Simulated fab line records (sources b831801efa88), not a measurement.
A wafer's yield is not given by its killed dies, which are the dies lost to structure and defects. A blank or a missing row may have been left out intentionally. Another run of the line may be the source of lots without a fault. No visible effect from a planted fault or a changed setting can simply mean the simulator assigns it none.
Matching of chambers	flow gf180mcu	GF_CONTACT_CVD_02 on pecvd-01: 3 sister chambers
The step deposits SiO2 from TEOS, target thk 860 nm, time 95.992 s. 14 wafers are shown with their chamber, then 7 later ones without.

EACH WAFER AND ITS CHAMBER
wafer	chamber	heaterPowerW (W)
L906.2	2	686
L906.5	0	693
L906.6	2	572
L907.1	0	738
L907.3	0	778
L907.4	2	686
L909.1	2	701
L909.5	2	578
L909.6	1	488
L910.3	2	646
L910.4	2	659
L910.6	1	460
L917.4	1	380
L917.5	2	659

SIGNATURES (means of the wafers above)
reading	chamber 0	chamber 1	chamber 2	scatter within a chamber
heaterPowerW	736.33	442.67	648.38	49.1
Rule: for each reading, subtract the chamber's mean from the wafer's reading, divide by that reading's scatter and square the result; add these up over the readings and take the root, which gives the wafer's distance from the chamber. If the next closest chamber is less than 2 further off than the closest, the wafer can't be placed; otherwise it belongs to the closest. The scatter: take each reading less its chamber's mean, square it, sum over the shown wafers, divide by the number of wafers less the number of chambers, and take the root.

WAFERS WITHOUT THEIR CHAMBER
wafer	heaterPowerW (W)
L917.6	622
L919.2	745
L919.5	780
L919.6	689
L922.1	573
L922.3	443
L922.6	651

WHICH CHAMBER EACH WENT THROUGH
wafer	from the rows above	in truth
L917.6	can't be placed: 2 or 0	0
L919.2	can't be placed: 0 or 2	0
L919.5	can't be placed: 0 or 2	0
L919.6	can't be placed: 2 or 0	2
L922.1	can't be placed: 2 or 1 or 0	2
L922.3	1	1
L922.6	can't be placed: 2 or 0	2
Correct placement for 1 of the 7. From these rows, 6 cannot be placed; in 6 the true chamber is one of the candidates. Number placed wrongly: 0.
